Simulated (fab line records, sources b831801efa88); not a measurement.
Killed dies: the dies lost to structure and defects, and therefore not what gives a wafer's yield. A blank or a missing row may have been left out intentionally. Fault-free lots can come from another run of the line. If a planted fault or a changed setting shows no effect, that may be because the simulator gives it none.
fab line records || flow sky130
record: {"lots": 14, "wafers": 42, "lastDay": 50}
route steps=708 shown POLY_GATE@227 LDD_HVP@286 LDD_LDN@296 CONTACT@411
lots that met no fault: taken from a fault-free run of the same line
startH: hours from the record's opening day to when the first of the lot's shown wafers began || waitH: hours from the lot's prior step to this one || " the same as in the row above || L1.1+2: one row covering several wafers at once || - no value, or no start was given || * or withheld: withheld || < > ~ a bound
route shown NAME@n: names a module that has steps shown in the file, with the first one's number in the route || usual: mean and standard deviation over wafers with no fault || same: alike in all rows || chamber/n: place in a boat || sites: readings site by site || _std_site: the values' standard deviation || _edge_site: inner sites' mean taken away from outer sites' mean || radiusMm: for every site, how far away it sits from the centre of the wafer || mask NAME#n: copy n || behind: tool/chamber where the wafer was last shaped || hold: reason for holding the lot/hours on hold/outcome of the hold || device: names the non-switching transistor (n, p or np) || end of line: at the end of the route, the tests of the same wafers || for a step that has no rows: nothing shown but its recipe || killed: the dies lost at the first sort to structure and to defects; this is not the yield of the wafer || map: shows each die of a wafer: x if killed, . if not, _ if none is there
set.NAME: the setting that was run; set.NAME@STEP: the one run at that earlier step || model.NAME: the simulator's own value behind a step, which no gauge read
route steps across a sampled set of lots; one table per step, one row per wafer
services: the hour from which a tool's chamber was out of use, counted from the record's first day as startH (under 0 if before that day), plus the number of hours and why
== steps ==
step: SKY_POLY_GATE_CD_MEAS_13
recipe: {"targetCdNm": 150}
usual: {"cdNm": "150.4/1.5"}
{"lot.wafer": "L740.1", "tool": "cdSem-01", "chamber": "-", "startH": 365.91, "waitH": "-", "cdNm": 151.0}
{"lot.wafer": "L740.2", "tool": "cdSem-01", "chamber": "-", "startH": 365.91, "waitH": "-", "cdNm": 151.6}
{"lot.wafer": "L740.6", "tool": "cdSem-01", "chamber": "-", "startH": 365.91, "waitH": "-", "cdNm": 152.0}
{"lot.wafer": "L741.2", "tool": "cdSem-01", "chamber": "-", "startH": 375.40, "waitH": "-", "cdNm": 152.1}
{"lot.wafer": "L741.4", "tool": "cdSem-01", "chamber": "-", "startH": 375.40, "waitH": "-", "cdNm": 153.1}
{"lot.wafer": "L741.5", "tool": "cdSem-01", "chamber": "-", "startH": 375.40, "waitH": "-", "cdNm": 152.1}
{"lot.wafer": "L743.2", "tool": "cdSem-02", "chamber": "-", "startH": 394.01, "waitH": "-", "cdNm": 149.7}
{"lot.wafer": "L743.5", "tool": "cdSem-02", "chamber": "-", "startH": 394.01, "waitH": "-", "cdNm": 148.2}
{"lot.wafer": "L743.6", "tool": "cdSem-02", "chamber": "-", "startH": 394.01, "waitH": "-", "cdNm": 150.1}
{"lot.wafer": "L745.2", "tool": "cdSem-01", "chamber": "-", "startH": 413.76, "waitH": "-", "cdNm": 151.0}
{"lot.wafer": "L745.3", "tool": "cdSem-01", "chamber": "-", "startH": 413.76, "waitH": "-", "cdNm": 148.5}
{"lot.wafer": "L745.4", "tool": "cdSem-01", "chamber": "-", "startH": 413.76, "waitH": "-", "cdNm": 149.9}
{"lot.wafer": "L750.2", "tool": "cdSem-02", "chamber": "-", "startH": 461.06, "waitH": "-", "cdNm": 150.9}
{"lot.wafer": "L750.4", "tool": "cdSem-02", "chamber": "-", "startH": 461.06, "waitH": "-", "cdNm": 151.1}
{"lot.wafer": "L750.6", "tool": "cdSem-02", "chamber": "-", "startH": 461.06, "waitH": "-", "cdNm": 150.3}
{"lot.wafer": "L751.1", "tool": "cdSem-01", "chamber": "-", "startH": 465.01, "waitH": "-", "cdNm": 147.5}
{"lot.wafer": "L751.4", "tool": "cdSem-01", "chamber": "-", "startH": 465.01, "waitH": "-", "cdNm": 148.6}
{"lot.wafer": "L751.5", "tool": "cdSem-01", "chamber": "-", "startH": 465.01, "waitH": "-", "cdNm": 147.9}
{"lot.wafer": "L752.1", "tool": "cdSem-02", "chamber": "-", "startH": 478.14, "waitH": "-", "cdNm": 149.5}
{"lot.wafer": "L752.2", "tool": "cdSem-02", "chamber": "-", "startH": 478.14, "waitH": "-", "cdNm": 150.2}
{"lot.wafer": "L752.4", "tool": "cdSem-02", "chamber": "-", "startH": 478.14, "waitH": "-", "cdNm": 150.3}
{"lot.wafer": "L753.3", "tool": "cdSem-01", "chamber": "-", "startH": 490.45, "waitH": "-", "cdNm": 149.7}
{"lot.wafer": "L753.4", "tool": "cdSem-01", "chamber": "-", "startH": 490.45, "waitH": "-", "cdNm": 149.5}
{"lot.wafer": "L753.6", "tool": "cdSem-01", "chamber": "-", "startH": 490.45, "waitH": "-", "cdNm": 150.3}
{"lot.wafer": "L754.1", "tool": "cdSem-02", "chamber": "-", "startH": 492.48, "waitH": "-", "cdNm": 153.8}
{"lot.wafer": "L754.4", "tool": "cdSem-02", "chamber": "-", "startH": 492.48, "waitH": "-", "cdNm": 152.8}
{"lot.wafer": "L754.6", "tool": "cdSem-02", "chamber": "-", "startH": 492.48, "waitH": "-", "cdNm": 153.0}
{"lot.wafer": "L757.2", "tool": "cdSem-01", "chamber": "-", "startH": 523.08, "waitH": "-", "cdNm": 150.8}
{"lot.wafer": "L757.3", "tool": "cdSem-01", "chamber": "-", "startH": 523.08, "waitH": "-", "cdNm": 151.4}
{"lot.wafer": "L757.4", "tool": "cdSem-01", "chamber": "-", "startH": 523.08, "waitH": "-", "cdNm": 150.8}
{"lot.wafer": "L759.4", "tool": "cdSem-02", "chamber": "-", "startH": 551.18, "waitH": "-", "cdNm": 151.2}
{"lot.wafer": "L759.5", "tool": "cdSem-02", "chamber": "-", "startH": 551.18, "waitH": "-", "cdNm": 151.6}
{"lot.wafer": "L759.6", "tool": "cdSem-02", "chamber": "-", "startH": 551.18, "waitH": "-", "cdNm": 150.9}
{"lot.wafer": "L761.3", "tool": "cdSem-02", "chamber": "-", "startH": 553.33, "waitH": "-", "cdNm": 150.2}
{"lot.wafer": "L761.4", "tool": "cdSem-02", "chamber": "-", "startH": 553.33, "waitH": "-", "cdNm": 149.5}
{"lot.wafer": "L761.5", "tool": "cdSem-02", "chamber": "-", "startH": 553.33, "waitH": "-", "cdNm": 148.4}
{"lot.wafer": "L762.4", "tool": "cdSem-01", "chamber": "-", "startH": 562.22, "waitH": "-", "cdNm": 150.0}
{"lot.wafer": "L762.5", "tool": "cdSem-01", "chamber": "-", "startH": 562.22, "waitH": "-", "cdNm": 149.8}
{"lot.wafer": "L762.6", "tool": "cdSem-01", "chamber": "-", "startH": 562.22, "waitH": "-", "cdNm": 150.3}
{"lot.wafer": "L763.3", "tool": "cdSem-02", "chamber": "-", "startH": 566.26, "waitH": "-", "cdNm": 149.4}
{"lot.wafer": "L763.4", "tool": "cdSem-02", "chamber": "-", "startH": 566.26, "waitH": "-", "cdNm": 150.3}
{"lot.wafer": "L763.5", "tool": "cdSem-02", "chamber": "-", "startH": 566.26, "waitH": "-", "cdNm": 150.6}
step: SKY_LDD_HVP_IMPLANT_08
recipe: {"species": "B", "energyKev": 20, "doseCm2": 1.7e+13, "tiltDeg": 17.9}
usual: {"beamEnergyKeV": "19.999/0.0056"}
{"lot.wafer": "L740.1", "tool": "implanter-03", "chamber": 0, "startH": 491.53, "waitH": 0.0, "beamEnergyKeV": 19.999}
{"lot.wafer": "L740.2", "tool": "implanter-03", "chamber": 0, "startH": 491.53, "waitH": 0.0, "beamEnergyKeV": 19.999}
{"lot.wafer": "L740.6", "tool": "implanter-03", "chamber": 0, "startH": 491.53, "waitH": 0.0, "beamEnergyKeV": 20.000}
{"lot.wafer": "L741.2", "tool": "implanter-02", "chamber": 0, "startH": 496.89, "waitH": 0.0, "beamEnergyKeV": 19.992}
{"lot.wafer": "L741.4", "tool": "implanter-02", "chamber": 0, "startH": 496.89, "waitH": 0.0, "beamEnergyKeV": 19.993}
{"lot.wafer": "L741.5", "tool": "implanter-02", "chamber": 0, "startH": 496.89, "waitH": 0.0, "beamEnergyKeV": 19.991}
{"lot.wafer": "L743.2", "tool": "implanter-03", "chamber": 0, "startH": 519.47, "waitH": 0.0, "beamEnergyKeV": 19.997}
{"lot.wafer": "L743.5", "tool": "implanter-03", "chamber": 0, "startH": 519.47, "waitH": 0.0, "beamEnergyKeV": 19.993}
{"lot.wafer": "L743.6", "tool": "implanter-03", "chamber": 0, "startH": 519.47, "waitH": 0.0, "beamEnergyKeV": 19.990}
{"lot.wafer": "L745.2", "tool": "implanter-02", "chamber": 0, "startH": 539.80, "waitH": 0.0, "beamEnergyKeV": 19.995}
{"lot.wafer": "L745.3", "tool": "implanter-02", "chamber": 0, "startH": 539.80, "waitH": 0.0, "beamEnergyKeV": 19.999}
{"lot.wafer": "L745.4", "tool": "implanter-02", "chamber": 0, "startH": 539.80, "waitH": 0.0, "beamEnergyKeV": 20.000}
{"lot.wafer": "L750.2", "tool": "implanter-03", "chamber": 0, "startH": 585.04, "waitH": 0.1, "beamEnergyKeV": 17.680}
{"lot.wafer": "L750.4", "tool": "implanter-03", "chamber": 0, "startH": 585.04, "waitH": 0.1, "beamEnergyKeV": 17.690}
{"lot.wafer": "L750.6", "tool": "implanter-03", "chamber": 0, "startH": 585.04, "waitH": 0.1, "beamEnergyKeV": 17.684}
{"lot.wafer": "L751.1", "tool": "implanter-03", "chamber": 0, "startH": 589.76, "waitH": 0.0, "beamEnergyKeV": 17.695}
{"lot.wafer": "L751.4", "tool": "implanter-03", "chamber": 0, "startH": 589.76, "waitH": 0.0, "beamEnergyKeV": 17.696}
{"lot.wafer": "L751.5", "tool": "implanter-03", "chamber": 0, "startH": 589.76, "waitH": 0.0, "beamEnergyKeV": 17.703}
{"lot.wafer": "L752.1", "tool": "implanter-04", "chamber": 0, "startH": 602.21, "waitH": 0.0, "beamEnergyKeV": 20.003}
{"lot.wafer": "L752.2", "tool": "implanter-04", "chamber": 0, "startH": 602.21, "waitH": 0.0, "beamEnergyKeV": 20.005}
{"lot.wafer": "L752.4", "tool": "implanter-04", "chamber": 0, "startH": 602.21, "waitH": 0.0, "beamEnergyKeV": 20.003}
{"lot.wafer": "L753.3", "tool": "implanter-04", "chamber": 0, "startH": 612.51, "waitH": 0.1, "beamEnergyKeV": 20.012}
{"lot.wafer": "L753.4", "tool": "implanter-04", "chamber": 0, "startH": 612.51, "waitH": 0.1, "beamEnergyKeV": 20.008}
{"lot.wafer": "L753.6", "tool": "implanter-04", "chamber": 0, "startH": 612.51, "waitH": 0.1, "beamEnergyKeV": 20.005}
{"lot.wafer": "L754.1", "tool": "implanter-02", "chamber": 0, "startH": 613.23, "waitH": 0.0, "beamEnergyKeV": 19.999}
{"lot.wafer": "L754.4", "tool": "implanter-02", "chamber": 0, "startH": 613.23, "waitH": 0.0, "beamEnergyKeV": 20.001}
{"lot.wafer": "L754.6", "tool": "implanter-02", "chamber": 0, "startH": 613.23, "waitH": 0.0, "beamEnergyKeV": 20.005}
{"lot.wafer": "L757.2", "tool": "implanter-04", "chamber": 0, "startH": 643.47, "waitH": 0.0, "beamEnergyKeV": 19.999}
{"lot.wafer": "L757.3", "tool": "implanter-04", "chamber": 0, "startH": 643.47, "waitH": 0.0, "beamEnergyKeV": 20.005}
{"lot.wafer": "L757.4", "tool": "implanter-04", "chamber": 0, "startH": 643.47, "waitH": 0.0, "beamEnergyKeV": 20.003}
{"lot.wafer": "L759.4", "tool": "implanter-02", "chamber": 0, "startH": 671.55, "waitH": 0.1, "beamEnergyKeV": 20.007}
{"lot.wafer": "L759.5", "tool": "implanter-02", "chamber": 0, "startH": 671.55, "waitH": 0.1, "beamEnergyKeV": 19.998}
{"lot.wafer": "L759.6", "tool": "implanter-02", "chamber": 0, "startH": 671.55, "waitH": 0.1, "beamEnergyKeV": 19.993}
{"lot.wafer": "L761.3", "tool": "implanter-03", "chamber": 0, "startH": 673.08, "waitH": 0.1, "beamEnergyKeV": 19.997}
{"lot.wafer": "L761.4", "tool": "implanter-03", "chamber": 0, "startH": 673.08, "waitH": 0.1, "beamEnergyKeV": 19.996}
{"lot.wafer": "L761.5", "tool": "implanter-03", "chamber": 0, "startH": 673.08, "waitH": 0.1, "beamEnergyKeV": 20.001}
{"lot.wafer": "L762.4", "tool": "implanter-03", "chamber": 0, "startH": 679.90, "waitH": 0.1, "beamEnergyKeV": 19.999}
{"lot.wafer": "L762.5", "tool": "implanter-03", "chamber": 0, "startH": 679.90, "waitH": 0.1, "beamEnergyKeV": 20.001}
{"lot.wafer": "L762.6", "tool": "implanter-03", "chamber": 0, "startH": 679.90, "waitH": 0.1, "beamEnergyKeV": 20.008}
{"lot.wafer": "L763.3", "tool": "implanter-02", "chamber": 0, "startH": 685.16, "waitH": 0.1, "beamEnergyKeV": 20.005}
{"lot.wafer": "L763.4", "tool": "implanter-02", "chamber": 0, "startH": 685.16, "waitH": 0.1, "beamEnergyKeV": 19.999}
{"lot.wafer": "L763.5", "tool": "implanter-02", "chamber": 0, "startH": 685.16, "waitH": 0.1, "beamEnergyKeV": 19.997}
step: SKY_LDD_LDN_OVL_MEAS_07
usual: {"LDD_LDN_OVL": "-0.7/1.3"}
{"lot.wafer": "L740.1", "tool": "overlay-01", "chamber": "-", "startH": 521.69, "waitH": 0.1, "LDD_LDN_OVL[nm]": 1.8}
{"lot.wafer": "L740.2", "tool": "overlay-01", "chamber": "-", "startH": 521.69, "waitH": 0.1, "LDD_LDN_OVL[nm]": 0.8}
{"lot.wafer": "L740.6", "tool": "overlay-01", "chamber": "-", "startH": 521.69, "waitH": 0.1, "LDD_LDN_OVL[nm]": 0.7}
{"lot.wafer": "L741.2", "tool": "overlay-01", "chamber": "-", "startH": 527.30, "waitH": 0.1, "LDD_LDN_OVL[nm]": -1.1}
{"lot.wafer": "L741.4", "tool": "overlay-01", "chamber": "-", "startH": 527.30, "waitH": 0.1, "LDD_LDN_OVL[nm]": -1.2}
{"lot.wafer": "L741.5", "tool": "overlay-01", "chamber": "-", "startH": 527.30, "waitH": 0.1, "LDD_LDN_OVL[nm]": -0.2}
{"lot.wafer": "L743.2", "tool": "overlay-01", "chamber": "-", "startH": 549.10, "waitH": 0.1, "LDD_LDN_OVL[nm]": -0.5}
{"lot.wafer": "L743.5", "tool": "overlay-01", "chamber": "-", "startH": 549.10, "waitH": 0.1, "LDD_LDN_OVL[nm]": 0.1}
{"lot.wafer": "L743.6", "tool": "overlay-01", "chamber": "-", "startH": 549.10, "waitH": 0.1, "LDD_LDN_OVL[nm]": -1.6}
{"lot.wafer": "L745.2", "tool": "overlay-01", "chamber": "-", "startH": 569.38, "waitH": 0.1, "LDD_LDN_OVL[nm]": 0.6}
{"lot.wafer": "L745.3", "tool": "overlay-01", "chamber": "-", "startH": 569.38, "waitH": 0.1, "LDD_LDN_OVL[nm]": 0.1}
{"lot.wafer": "L745.4", "tool": "overlay-01", "chamber": "-", "startH": 569.38, "waitH": 0.1, "LDD_LDN_OVL[nm]": 1.0}
{"lot.wafer": "L750.2", "tool": "overlay-01", "chamber": "-", "startH": 614.48, "waitH": 0.1, "LDD_LDN_OVL[nm]": 1.6}
{"lot.wafer": "L750.4", "tool": "overlay-01", "chamber": "-", "startH": 614.48, "waitH": 0.1, "LDD_LDN_OVL[nm]": 0.8}
{"lot.wafer": "L750.6", "tool": "overlay-01", "chamber": "-", "startH": 614.48, "waitH": 0.1, "LDD_LDN_OVL[nm]": -2.0}
{"lot.wafer": "L751.1", "tool": "overlay-02", "chamber": "-", "startH": 618.59, "waitH": 0.1, "LDD_LDN_OVL[nm]": 1.5}
{"lot.wafer": "L751.4", "tool": "overlay-02", "chamber": "-", "startH": 618.59, "waitH": 0.1, "LDD_LDN_OVL[nm]": 0.3}
{"lot.wafer": "L751.5", "tool": "overlay-02", "chamber": "-", "startH": 618.59, "waitH": 0.1, "LDD_LDN_OVL[nm]": 0.4}
{"lot.wafer": "L752.1", "tool": "overlay-02", "chamber": "-", "startH": 631.17, "waitH": 0.1, "LDD_LDN_OVL[nm]": 0.5}
{"lot.wafer": "L752.2", "tool": "overlay-02", "chamber": "-", "startH": 631.17, "waitH": 0.1, "LDD_LDN_OVL[nm]": -1.5}
{"lot.wafer": "L752.4", "tool": "overlay-02", "chamber": "-", "startH": 631.17, "waitH": 0.1, "LDD_LDN_OVL[nm]": -0.9}
{"lot.wafer": "L753.3", "tool": "overlay-01", "chamber": "-", "startH": 640.95, "waitH": 0.1, "LDD_LDN_OVL[nm]": -3.3}
{"lot.wafer": "L753.4", "tool": "overlay-01", "chamber": "-", "startH": 640.95, "waitH": 0.1, "LDD_LDN_OVL[nm]": -2.7}
{"lot.wafer": "L753.6", "tool": "overlay-01", "chamber": "-", "startH": 640.95, "waitH": 0.1, "LDD_LDN_OVL[nm]": -2.3}
{"lot.wafer": "L754.1", "tool": "overlay-02", "chamber": "-", "startH": 642.74, "waitH": 0.1, "LDD_LDN_OVL[nm]": -1.4}
{"lot.wafer": "L754.4", "tool": "overlay-02", "chamber": "-", "startH": 642.74, "waitH": 0.1, "LDD_LDN_OVL[nm]": 0.5}
{"lot.wafer": "L754.6", "tool": "overlay-02", "chamber": "-", "startH": 642.74, "waitH": 0.1, "LDD_LDN_OVL[nm]": -0.8}
{"lot.wafer": "L757.2", "tool": "overlay-01", "chamber": "-", "startH": 671.68, "waitH": 0.1, "LDD_LDN_OVL[nm]": -1.1}
{"lot.wafer": "L757.3", "tool": "overlay-01", "chamber": "-", "startH": 671.68, "waitH": 0.1, "LDD_LDN_OVL[nm]": -1.0}
{"lot.wafer": "L757.4", "tool": "overlay-01", "chamber": "-", "startH": 671.68, "waitH": 0.1, "LDD_LDN_OVL[nm]": 0.1}
{"lot.wafer": "L759.4", "tool": "overlay-01", "chamber": "-", "startH": 699.91, "waitH": 0.1, "LDD_LDN_OVL[nm]": 0.9}
{"lot.wafer": "L759.5", "tool": "overlay-01", "chamber": "-", "startH": 699.91, "waitH": 0.1, "LDD_LDN_OVL[nm]": -0.5}
{"lot.wafer": "L759.6", "tool": "overlay-01", "chamber": "-", "startH": 699.91, "waitH": 0.1, "LDD_LDN_OVL[nm]": -0.9}
{"lot.wafer": "L761.3", "tool": "overlay-02", "chamber": "-", "startH": 701.55, "waitH": 0.1, "LDD_LDN_OVL[nm]": -0.2}
{"lot.wafer": "L761.4", "tool": "overlay-02", "chamber": "-", "startH": 701.55, "waitH": 0.1, "LDD_LDN_OVL[nm]": -0.7}
{"lot.wafer": "L761.5", "tool": "overlay-02", "chamber": "-", "startH": 701.55, "waitH": 0.1, "LDD_LDN_OVL[nm]": -0.8}
{"lot.wafer": "L762.4", "tool": "overlay-02", "chamber": "-", "startH": 707.61, "waitH": 0.1, "LDD_LDN_OVL[nm]": -3.0}
{"lot.wafer": "L762.5", "tool": "overlay-02", "chamber": "-", "startH": 707.61, "waitH": 0.1, "LDD_LDN_OVL[nm]": -0.3}
{"lot.wafer": "L762.6", "tool": "overlay-02", "chamber": "-", "startH": 707.61, "waitH": 0.1, "LDD_LDN_OVL[nm]": -1.7}
{"lot.wafer": "L763.3", "tool": "overlay-02", "chamber": "-", "startH": 712.94, "waitH": 0.1, "LDD_LDN_OVL[nm]": -3.5}
{"lot.wafer": "L763.4", "tool": "overlay-02", "chamber": "-", "startH": 712.94, "waitH": 0.1, "LDD_LDN_OVL[nm]": -2.5}
{"lot.wafer": "L763.5", "tool": "overlay-02", "chamber": "-", "startH": 712.94, "waitH": 0.1, "LDD_LDN_OVL[nm]": -2.3}
step: SKY_CONTACT_BOW_MEAS_05
recipe: {"mode": "bow"}
usual: {"CONTACT_BOW": "83/6.9"}
{"lot.wafer": "L740.1", "tool": "filmMetro-03", "chamber": "-", "startH": 703.57, "waitH": 0.2, "CONTACT_BOW[um]": 83}
{"lot.wafer": "L740.2", "tool": "filmMetro-03", "chamber": "-", "startH": 703.57, "waitH": 0.2, "CONTACT_BOW[um]": 87}
{"lot.wafer": "L740.6", "tool": "filmMetro-03", "chamber": "-", "startH": 703.57, "waitH": 0.2, "CONTACT_BOW[um]": 79}
{"lot.wafer": "L741.2", "tool": "filmMetro-04", "chamber": "-", "startH": 708.91, "waitH": 0.3, "CONTACT_BOW[um]": 90}
{"lot.wafer": "L741.4", "tool": "filmMetro-04", "chamber": "-", "startH": 708.91, "waitH": 0.3, "CONTACT_BOW[um]": 79}
{"lot.wafer": "L741.5", "tool": "filmMetro-04", "chamber": "-", "startH": 708.91, "waitH": 0.3, "CONTACT_BOW[um]": 91}
{"lot.wafer": "L743.2", "tool": "filmMetro-04", "chamber": "-", "startH": 726.00, "waitH": 0.1, "CONTACT_BOW[um]": 85}
{"lot.wafer": "L743.5", "tool": "filmMetro-04", "chamber": "-", "startH": 726.00, "waitH": 0.1, "CONTACT_BOW[um]": 88}
{"lot.wafer": "L743.6", "tool": "filmMetro-04", "chamber": "-", "startH": 726.00, "waitH": 0.1, "CONTACT_BOW[um]": 79}
{"lot.wafer": "L745.2", "tool": "filmMetro-03", "chamber": "-", "startH": 747.18, "waitH": 0.2, "CONTACT_BOW[um]": 79}
{"lot.wafer": "L745.3", "tool": "filmMetro-03", "chamber": "-", "startH": 747.18, "waitH": 0.2, "CONTACT_BOW[um]": 75}
{"lot.wafer": "L745.4", "tool": "filmMetro-03", "chamber": "-", "startH": 747.18, "waitH": 0.2, "CONTACT_BOW[um]": 86}
{"lot.wafer": "L750.2", "tool": "filmMetro-04", "chamber": "-", "startH": 788.25, "waitH": 0.2, "CONTACT_BOW[um]": 83}
{"lot.wafer": "L750.4", "tool": "filmMetro-04", "chamber": "-", "startH": 788.25, "waitH": 0.2, "CONTACT_BOW[um]": 82}
{"lot.wafer": "L750.6", "tool": "filmMetro-04", "chamber": "-", "startH": 788.25, "waitH": 0.2, "CONTACT_BOW[um]": 87}
{"lot.wafer": "L751.1", "tool": "filmMetro-03", "chamber": "-", "startH": 792.91, "waitH": 0.1, "CONTACT_BOW[um]": 75}
{"lot.wafer": "L751.4", "tool": "filmMetro-03", "chamber": "-", "startH": 792.91, "waitH": 0.1, "CONTACT_BOW[um]": 88}
{"lot.wafer": "L751.5", "tool": "filmMetro-03", "chamber": "-", "startH": 792.91, "waitH": 0.1, "CONTACT_BOW[um]": 76}
{"lot.wafer": "L752.1", "tool": "filmMetro-04", "chamber": "-", "startH": 803.85, "waitH": 0.2, "CONTACT_BOW[um]": 81}
{"lot.wafer": "L752.2", "tool": "filmMetro-04", "chamber": "-", "startH": 803.85, "waitH": 0.2, "CONTACT_BOW[um]": 76}
{"lot.wafer": "L752.4", "tool": "filmMetro-04", "chamber": "-", "startH": 803.85, "waitH": 0.2, "CONTACT_BOW[um]": 71}
{"lot.wafer": "L753.3", "tool": "filmMetro-04", "chamber": "-", "startH": 812.07, "waitH": 0.2, "CONTACT_BOW[um]": 88}
{"lot.wafer": "L753.4", "tool": "filmMetro-04", "chamber": "-", "startH": 812.07, "waitH": 0.2, "CONTACT_BOW[um]": 63}
{"lot.wafer": "L753.6", "tool": "filmMetro-04", "chamber": "-", "startH": 812.07, "waitH": 0.2, "CONTACT_BOW[um]": 69}
{"lot.wafer": "L754.1", "tool": "filmMetro-04", "chamber": "-", "startH": 814.45, "waitH": 0.2, "CONTACT_BOW[um]": 75}
{"lot.wafer": "L754.4", "tool": "filmMetro-04", "chamber": "-", "startH": 814.45, "waitH": 0.2, "CONTACT_BOW[um]": 74}
{"lot.wafer": "L754.6", "tool": "filmMetro-04", "chamber": "-", "startH": 814.45, "waitH": 0.2, "CONTACT_BOW[um]": 87}
{"lot.wafer": "L757.2", "tool": "filmMetro-04", "chamber": "-", "startH": 840.77, "waitH": 0.1, "CONTACT_BOW[um]": 86}
{"lot.wafer": "L757.3", "tool": "filmMetro-04", "chamber": "-", "startH": 840.77, "waitH": 0.1, "CONTACT_BOW[um]": 87}
{"lot.wafer": "L757.4", "tool": "filmMetro-04", "chamber": "-", "startH": 840.77, "waitH": 0.1, "CONTACT_BOW[um]": 100}
{"lot.wafer": "L759.4", "tool": "filmMetro-01", "chamber": "-", "startH": 866.20, "waitH": 0.3, "CONTACT_BOW[um]": 88}
{"lot.wafer": "L759.5", "tool": "filmMetro-01", "chamber": "-", "startH": 866.20, "waitH": 0.3, "CONTACT_BOW[um]": 89}
{"lot.wafer": "L759.6", "tool": "filmMetro-01", "chamber": "-", "startH": 866.20, "waitH": 0.3, "CONTACT_BOW[um]": 78}
{"lot.wafer": "L761.3", "tool": "filmMetro-04", "chamber": "-", "startH": 867.35, "waitH": 0.2, "CONTACT_BOW[um]": 90}
{"lot.wafer": "L761.4", "tool": "filmMetro-04", "chamber": "-", "startH": 867.35, "waitH": 0.2, "CONTACT_BOW[um]": 84}
{"lot.wafer": "L761.5", "tool": "filmMetro-04", "chamber": "-", "startH": 867.35, "waitH": 0.2, "CONTACT_BOW[um]": 78}
{"lot.wafer": "L762.4", "tool": "filmMetro-01", "chamber": "-", "startH": 873.59, "waitH": 0.2, "CONTACT_BOW[um]": 77}
{"lot.wafer": "L762.5", "tool": "filmMetro-01", "chamber": "-", "startH": 873.59, "waitH": 0.2, "CONTACT_BOW[um]": 88}
{"lot.wafer": "L762.6", "tool": "filmMetro-01", "chamber": "-", "startH": 873.59, "waitH": 0.2, "CONTACT_BOW[um]": 81}
{"lot.wafer": "L763.3", "tool": "filmMetro-01", "chamber": "-", "startH": 879.52, "waitH": 0.2, "CONTACT_BOW[um]": 84}
{"lot.wafer": "L763.4", "tool": "filmMetro-01", "chamber": "-", "startH": 879.52, "waitH": 0.2, "CONTACT_BOW[um]": 84}
{"lot.wafer": "L763.5", "tool": "filmMetro-01", "chamber": "-", "startH": 879.52, "waitH": 0.2, "CONTACT_BOW[um]": 84}
== services ==
{"tool": "implanter-03", "chamber": "-", "startH": 476.60, "hours": 0.9, "kind": "repair"}
{"tool": "implanter-04", "chamber": "-", "startH": 497.27, "hours": 3.5, "kind": "pm"}
{"tool": "implanter-04", "chamber": "-", "startH": 509.53, "hours": 2.1, "kind": "repair"}
{"tool": "implanter-02", "chamber": "-", "startH": 514.50, "hours": 1.7, "kind": "repair"}
{"tool": "implanter-04", "chamber": "-", "startH": 536.06, "hours": 15.6, "kind": "repair"}
{"tool": "implanter-03", "chamber": "-", "startH": 556.64, "hours": 0.6, "kind": "repair"}
{"tool": "implanter-02", "chamber": "-", "startH": 580.38, "hours": 5.3, "kind": "repair"}
{"tool": "implanter-03", "chamber": "-", "startH": 600.23, "hours": 5.1, "kind": "repair"}
{"tool": "implanter-04", "chamber": "-", "startH": 623.32, "hours": 5.6, "kind": "pm"}
{"tool": "implanter-03", "chamber": "-", "startH": 640.66, "hours": 4.7, "kind": "pm"}
{"tool": "implanter-04", "chamber": "-", "startH": 657.55, "hours": 17.6, "kind": "pm"}
== key ==
firstSign: {"step": "SKY_LDD_HVP_IMPLANT_08", "reading": "beamEnergyKeV", "direction": "down", "sigmas": "99+", "usual": "*", "struck": "*"}
effect none on later readings
metAt SKY_LDD_HVP_IMPLANT_08
struckLots L750,L751
testerLeftOut L750,L751
notActingAt SKY_POLY_GATE_CD_MEAS_13,SKY_LDD_LDN_OVL_MEAS_07,SKY_CONTACT_BOW_MEAS_05
onsetBetween 519.47 585.04
fault: {"kind": "processParameterDrift", "tool": "implanter-03", "chamber": "-", "onsetH": 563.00, "steps": "SKY_LDD_HVP_IMPLANT_08", "channel": "energyKev", "offset": "*", "shape": "step", "endH": 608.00, "actsIn": "*", "stated": "*"}
testerLeftOut: of these lots the tester's yield and bins aren't shown, on N5 and GAA mostly nor the transistor test; their killed dies are dies lost to structure and defects alone, not to doping, threshold or leakage, so they don't give the yield
